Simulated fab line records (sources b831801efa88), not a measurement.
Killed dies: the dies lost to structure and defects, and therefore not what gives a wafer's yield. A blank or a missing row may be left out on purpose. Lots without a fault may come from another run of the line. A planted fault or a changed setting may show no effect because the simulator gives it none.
Which tool was responsible?	flow gf180mcu	7 lots, 20 wafers sampled, at 1 step of a route of 602

## WHAT THE GAUGES READ, wafer by wafer
GF_SAB_CD_MEAS_09: target cd 420 nm.
lot	measured	on	cd nm (nm)
L441	day 16 10:32	cd sem-02	423.4 423.8 422.7
L443	day 17 02:44	cd sem-02	417.9 419.8 419.1
L446	day 17 20:37	cd sem-02	413.9 416.3 414.3
L447	day 18 10:28	cd sem-02	422.1 419.5 421.8
L451	day 19 23:33	cd sem-02	421.3 421.4
L459	day 22 10:22	cd sem-02	418.7 419.1 420.2
L462	day 23 05:23	cd sem-02	413.3 416.0 415.8

## WHICH TOOL RAN EACH LOT (tool, then ch and the chambers of the sampled wafers, then the start)
There is no process step in the record ahead of these readings.

## THE ANSWER, worked out from the rows above alone
Rule: the usual values come from the lots themselves. Put in order of their means at a reading, lots are off if they are a third of the lots or fewer, leave a main group of 4 or more, and stand apart from it by a gap of 3 or more times the standard deviation of the main group's means; of several such gaps the widest counts. The tables above print the reading to a certain number of digits; a main group whose means all agree to those digits is not used. A lot without any number at a reading at which 4 lots or more have one is off too. Any other lot the step has rows for is counted as sound.
None of the lots is off at any reading shown; this tells nothing.

## WHAT THE SIMULATOR HAD PUT IN
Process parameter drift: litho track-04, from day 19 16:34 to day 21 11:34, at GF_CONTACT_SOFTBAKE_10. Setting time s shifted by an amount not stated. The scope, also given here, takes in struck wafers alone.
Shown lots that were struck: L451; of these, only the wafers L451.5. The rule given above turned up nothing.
